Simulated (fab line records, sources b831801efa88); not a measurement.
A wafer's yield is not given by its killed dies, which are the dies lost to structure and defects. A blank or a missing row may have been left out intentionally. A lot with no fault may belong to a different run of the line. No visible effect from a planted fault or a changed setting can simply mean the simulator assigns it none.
Which tool was responsible? / flow sfq-line / 42 wafers from 14 lots sampled at 3 of the route's 325 steps

## WHAT EACH GAUGE READ, for each wafer
The record holds no reading of a measuring or inspecting step that can be judged against a usual standard deviation.

## EACH LOT AND THE TOOL THAT RAN IT (in order: tool; ch and the chambers of the sampled wafers; start)
lot=L719; SFQ_TRILAYER_I2_CMP_CMP_064=cmp-02 ch 1,3, day 20 17:56; SFQ_TRILAYER_I2_METRO_MEASURE_065=film-metro-04, day 20 21:16; SFQ_TRILAYER_I2_VIA_ETCH_VIA_ETCH_070=rie-diel-01 ch 2,3, day 24 11:35
lot=L721; SFQ_TRILAYER_I2_CMP_CMP_064=cmp-01 ch 1,2,3, day 21 19:13; SFQ_TRILAYER_I2_METRO_MEASURE_065=film-metro-01, day 21 22:20; SFQ_TRILAYER_I2_VIA_ETCH_VIA_ETCH_070=rie-diel-02 ch 1,2,3, day 25 08:34
lot=L722; SFQ_TRILAYER_I2_CMP_CMP_064=cmp-01 ch 0,1,3, day 22 22:01; SFQ_TRILAYER_I2_METRO_MEASURE_065=film-metro-03, day 23 00:02; SFQ_TRILAYER_I2_VIA_ETCH_VIA_ETCH_070=rie-diel-03 ch 0,1, day 26 07:22
lot=L725; SFQ_TRILAYER_I2_CMP_CMP_064=cmp-02 ch 0,1,3, day 24 03:01; SFQ_TRILAYER_I2_METRO_MEASURE_065=film-metro-04, day 24 05:32; SFQ_TRILAYER_I2_VIA_ETCH_VIA_ETCH_070=rie-diel-02 ch 1,2, day 27 08:34
lot=L726; SFQ_TRILAYER_I2_CMP_CMP_064=cmp-02 ch 0,2,3, day 24 20:01; SFQ_TRILAYER_I2_METRO_MEASURE_065=film-metro-04, day 24 23:20; SFQ_TRILAYER_I2_VIA_ETCH_VIA_ETCH_070=rie-diel-01 ch 1,2,3, day 27 20:34
lot=L727; SFQ_TRILAYER_I2_CMP_CMP_064=cmp-02 ch 2,3, day 25 02:01; SFQ_TRILAYER_I2_METRO_MEASURE_065=film-metro-01, day 25 05:08; SFQ_TRILAYER_I2_VIA_ETCH_VIA_ETCH_070=rie-diel-03 ch 0,1,3, day 28 08:08
lot=L728; SFQ_TRILAYER_I2_CMP_CMP_064=cmp-01 ch 1,2, day 25 10:39; SFQ_TRILAYER_I2_METRO_MEASURE_065=film-metro-01, day 25 14:10; SFQ_TRILAYER_I2_VIA_ETCH_VIA_ETCH_070=rie-diel-02 ch 1,2, day 28 17:44
lot=L729; SFQ_TRILAYER_I2_CMP_CMP_064=cmp-02 ch 1,2, day 25 17:30; SFQ_TRILAYER_I2_METRO_MEASURE_065=film-metro-04, day 25 20:37; SFQ_TRILAYER_I2_VIA_ETCH_VIA_ETCH_070=rie-diel-01 ch 0,3, day 28 23:44
lot=L731; SFQ_TRILAYER_I2_CMP_CMP_064=cmp-01 ch 0,2, day 26 04:39; SFQ_TRILAYER_I2_METRO_MEASURE_065=film-metro-04, day 26 07:58; SFQ_TRILAYER_I2_VIA_ETCH_VIA_ETCH_070=rie-diel-02 ch 1,2,3, day 29 10:20
lot=L732; SFQ_TRILAYER_I2_CMP_CMP_064=cmp-01 ch 0,2,3, day 26 14:09; SFQ_TRILAYER_I2_METRO_MEASURE_065=film-metro-04, day 26 16:46; SFQ_TRILAYER_I2_VIA_ETCH_VIA_ETCH_070=rie-diel-01 ch 0,1,3, day 29 18:50
lot=L734; SFQ_TRILAYER_I2_CMP_CMP_064=cmp-01 ch 0,2, day 27 15:41; SFQ_TRILAYER_I2_METRO_MEASURE_065=film-metro-04, day 27 18:19; SFQ_TRILAYER_I2_VIA_ETCH_VIA_ETCH_070=rie-diel-01 ch 0,1,2, day 31 01:33
lot=L739; SFQ_TRILAYER_I2_CMP_CMP_064=cmp-01 ch 0,2,3, day 29 17:35; SFQ_TRILAYER_I2_METRO_MEASURE_065=film-metro-03, day 29 20:13; SFQ_TRILAYER_I2_VIA_ETCH_VIA_ETCH_070=rie-diel-01 ch 0,1, day 32 21:20
lot=L740; SFQ_TRILAYER_I2_CMP_CMP_064=cmp-02 ch 0,2, day 29 21:00; SFQ_TRILAYER_I2_METRO_MEASURE_065=film-metro-01, day 30 00:01; SFQ_TRILAYER_I2_VIA_ETCH_VIA_ETCH_070=rie-diel-03 ch 2,3, day 33 00:56
lot=L741; SFQ_TRILAYER_I2_CMP_CMP_064=cmp-02 ch 0,2, day 30 05:30; SFQ_TRILAYER_I2_METRO_MEASURE_065=film-metro-03, day 30 09:01; SFQ_TRILAYER_I2_VIA_ETCH_VIA_ETCH_070=rie-diel-02 ch 0,3, day 33 08:08
- SFQ_TRILAYER_I2_CMP_CMP_064: polishes SiO2.
- SFQ_TRILAYER_I2_METRO_MEASURE_065
- SFQ_TRILAYER_I2_VIA_ETCH_VIA_ETCH_070: etches SiO2 in CHF3, stops on Nb, target depth 260 nm.

## AS READ BY THE TOOLS THEMSELVES (means over the sampled wafers that have a number; for cases with no such wafer, the mark the record gives instead)
SFQ_TRILAYER_I2_CMP_CMP_064. Usual: edge-zone-pressure-frac 1.000, standard deviation 0.0053; head-pressure-psi 2.999 psi, standard deviation 0.0065; motor-current-A 10.8 A, standard deviation 1; time-to-endpoint-s 214 s, standard deviation 9.3.
lot=L719; tool=cmp-02; edge-zone-pressure-frac=1.003; head-pressure-psi (psi)=2.990; motor-current-A (A)=9.9; time-to-endpoint-s (s)=203; flag=
lot=L721; tool=cmp-01; edge-zone-pressure-frac=1.003; head-pressure-psi (psi)=2.999; motor-current-A (A)=11.4; time-to-endpoint-s (s)=210; flag=
lot=L722; tool=cmp-01; edge-zone-pressure-frac=1.004; head-pressure-psi (psi)=2.998; motor-current-A (A)=11.5; time-to-endpoint-s (s)=231; flag=
lot=L725; tool=cmp-02; edge-zone-pressure-frac=0.997; head-pressure-psi (psi)=3.008; motor-current-A (A)=10.1; time-to-endpoint-s (s)=221; flag=
lot=L726; tool=cmp-02; edge-zone-pressure-frac=1.000; head-pressure-psi (psi)=3.004; motor-current-A (A)=10.3; time-to-endpoint-s (s)=214; flag=
lot=L727; tool=cmp-02; edge-zone-pressure-frac=1.005; head-pressure-psi (psi)=2.996; motor-current-A (A)=9.7; time-to-endpoint-s (s)=206; flag=
lot=L728; tool=cmp-01; edge-zone-pressure-frac=0.997; head-pressure-psi (psi)=3.004; motor-current-A (A)=11.9; time-to-endpoint-s (s)=214; flag=
lot=L729; tool=cmp-02; edge-zone-pressure-frac=0.994; head-pressure-psi (psi)=2.999; motor-current-A (A)=9.5; time-to-endpoint-s (s)=210; flag=
lot=L731; tool=cmp-01; edge-zone-pressure-frac=-; head-pressure-psi (psi)=-; motor-current-A (A)=-; time-to-endpoint-s (s)=-; flag=OFF
lot=L732; tool=cmp-01; edge-zone-pressure-frac=-; head-pressure-psi (psi)=-; motor-current-A (A)=-; time-to-endpoint-s (s)=-; flag=OFF
lot=L734; tool=cmp-01; edge-zone-pressure-frac=1.002; head-pressure-psi (psi)=2.996; motor-current-A (A)=10.6; time-to-endpoint-s (s)=216; flag=
lot=L739; tool=cmp-01; edge-zone-pressure-frac=1.004; head-pressure-psi (psi)=3.001; motor-current-A (A)=10.9; time-to-endpoint-s (s)=209; flag=
lot=L740; tool=cmp-02; edge-zone-pressure-frac=0.997; head-pressure-psi (psi)=3.001; motor-current-A (A)=9.5; time-to-endpoint-s (s)=208; flag=
lot=L741; tool=cmp-02; edge-zone-pressure-frac=0.994; head-pressure-psi (psi)=2.999; motor-current-A (A)=9.9; time-to-endpoint-s (s)=217; flag=

SFQ_TRILAYER_I2_METRO_MEASURE_065. Usual: 199.7 nm for thk-nm, sd 1.3.
lot=L719; tool=film-metro-04; thk-nm (nm)=198.1; flag=
lot=L721; tool=film-metro-01; thk-nm (nm)=200.9; flag=
lot=L722; tool=film-metro-03; thk-nm (nm)=200.9; flag=
lot=L725; tool=film-metro-04; thk-nm (nm)=199.7; flag=
lot=L726; tool=film-metro-04; thk-nm (nm)=200.3; flag=
lot=L727; tool=film-metro-01; thk-nm (nm)=200.0; flag=
lot=L728; tool=film-metro-01; thk-nm (nm)=201.1; flag=
lot=L729; tool=film-metro-04; thk-nm (nm)=198.9; flag=
lot=L731; tool=film-metro-04; thk-nm (nm)=514.4; flag=OFF
lot=L732; tool=film-metro-04; thk-nm (nm)=501.2; flag=OFF
lot=L734; tool=film-metro-04; thk-nm (nm)=199.4; flag=
lot=L739; tool=film-metro-03; thk-nm (nm)=200.5; flag=
lot=L740; tool=film-metro-01; thk-nm (nm)=199.9; flag=
lot=L741; tool=film-metro-03; thk-nm (nm)=200.1; flag=

SFQ_TRILAYER_I2_VIA_ETCH_VIA_ETCH_070. Usual: drypump-motor-current-A 5.9 A, standard deviation 0.56; oes-product-au 0.854 a.u., standard deviation 0.006.
lot=L719; tool=rie-diel-01; drypump-motor-current-A (A)=6.2; oes-product-au (a.u.)=0.851; flag=
lot=L721; tool=rie-diel-02; drypump-motor-current-A (A)=6.0; oes-product-au (a.u.)=0.860; flag=
lot=L722; tool=rie-diel-03; drypump-motor-current-A (A)=6.3; oes-product-au (a.u.)=0.859; flag=
lot=L725; tool=rie-diel-02; drypump-motor-current-A (A)=5.7; oes-product-au (a.u.)=0.850; flag=
lot=L726; tool=rie-diel-01; drypump-motor-current-A (A)=6.1; oes-product-au (a.u.)=0.859; flag=
lot=L727; tool=rie-diel-03; drypump-motor-current-A (A)=5.8; oes-product-au (a.u.)=0.855; flag=
lot=L728; tool=rie-diel-02; drypump-motor-current-A (A)=5.7; oes-product-au (a.u.)=0.853; flag=
lot=L729; tool=rie-diel-01; drypump-motor-current-A (A)=5.6; oes-product-au (a.u.)=0.850; flag=
lot=L731; tool=rie-diel-02; drypump-motor-current-A (A)=6.1; oes-product-au (a.u.)=1.603; flag=OFF
lot=L732; tool=rie-diel-01; drypump-motor-current-A (A)=5.6; oes-product-au (a.u.)=1.638; flag=OFF
lot=L734; tool=rie-diel-01; drypump-motor-current-A (A)=5.7; oes-product-au (a.u.)=0.851; flag=
lot=L739; tool=rie-diel-01; drypump-motor-current-A (A)=5.3; oes-product-au (a.u.)=0.856; flag=
lot=L740; tool=rie-diel-03; drypump-motor-current-A (A)=5.8; oes-product-au (a.u.)=0.852; flag=
lot=L741; tool=rie-diel-02; drypump-motor-current-A (A)=6.0; oes-product-au (a.u.)=0.857; flag=

## THE ANSWER, worked out from the rows above alone
Rule: a lot counts as off when the mean over its wafers that have a number is more than 3 standard deviations away from the usual mean. Also off: a lot with no number at a reading for which 4 or more lots have one. The other lots that the step has rows for count as sound. The gauges are gone through in route order, then the tools' own readings, and for those a lot's mean is taken as printed above. At the first step where some lot is off, the reading lying furthest off is the one used; lots without a number count as furthest.
Off: L731, L732, at SFQ_TRILAYER_I2_CMP_CMP_064 (edge-zone-pressure-frac). Without a number there: L731, L732.
A tool fits if, at that step or a process step before it, it ran every lot that is off, and no sound lot after the first of them. None of those tried fits.

## WHAT HAD BEEN PUT IN BY THE SIMULATOR
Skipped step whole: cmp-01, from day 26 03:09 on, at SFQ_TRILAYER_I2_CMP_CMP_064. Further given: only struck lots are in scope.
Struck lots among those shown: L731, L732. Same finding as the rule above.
